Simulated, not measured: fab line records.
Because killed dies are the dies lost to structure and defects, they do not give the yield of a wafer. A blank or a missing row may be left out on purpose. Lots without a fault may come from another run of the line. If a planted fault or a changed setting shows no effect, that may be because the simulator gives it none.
Chamber matching    flow sky130    SKY_LI_CONTACT_CMP_02 on cmp-01: 4 sister chambers
The step polishes PSG. 8 wafers are shown with their chamber, then 12 later ones without.

WAFERS WITH THEIR CHAMBER
wafer   chamber  motor_current_A (A)  time_to_endpoint_s (s)
L087.5  3        12.1                 31.3
L089.5  3        12.4                 32.7
L091.2  1        13.3                 25.8
L091.3  2        11.1                 32.1
L091.4  0        12.1                 27.9
L093.1  0        11.5                 29.6
L093.2  1        13.2                 31.3
L093.4  2        10.9                 32.4

WAFERS WITH NO CHAMBER GIVEN
wafer   motor_current_A (A)  time_to_endpoint_s (s)
L095.3  12.0                 31.6
L095.5  11.5                 28.4
L095.6  10.8                 33.9
L096.2  11.7                 30.0
L096.4  13.3                 29.5
L096.6  12.9                 28.4
L096.1  10.9                 33.0
L096.3  11.8                 28.2
L096.5  10.1                 31.3
L097.1  11.6                 33.4
L097.3  10.2                 32.4
L097.6  13.0                 33.4

THE CHAMBER EACH PASSED THROUGH
wafer    from the rows above            in truth
L095.3   can't be placed: 3 or 0        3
L095.5   can't be placed: 0 or 2        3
L095.6   2                              2
L096.2   can't be placed: 0 or 3        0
L096.4   1                              1
L096.6   can't be placed: 1 or 3        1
L096.1   2                              2
L096.3   0                              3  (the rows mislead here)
L096.5   2                              2
L097.1   can't be placed: 0 or 2 or 3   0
L097.3   2                              2
L097.6   can't be placed: 1 or 3        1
5 of 12 placed correctly. Unplaceable from these rows: 6, with the true chamber sitting among the candidates in 5. 1 placed wrongly.
How it was worked out, from the rows above alone: a wafer's distance from a chamber is the root of the sum, over the readings, of the square of ((its reading less the chamber's mean) divided by the reading's scatter). The wafer belongs to the nearest chamber; if the next one is less than 2 further off, it can't be placed. The mean given for a chamber averages the wafers shown for that chamber. The scatter: the root of (the sum of the squares of (reading less its chamber's mean) over the shown wafers, divided by (wafers less chambers)).
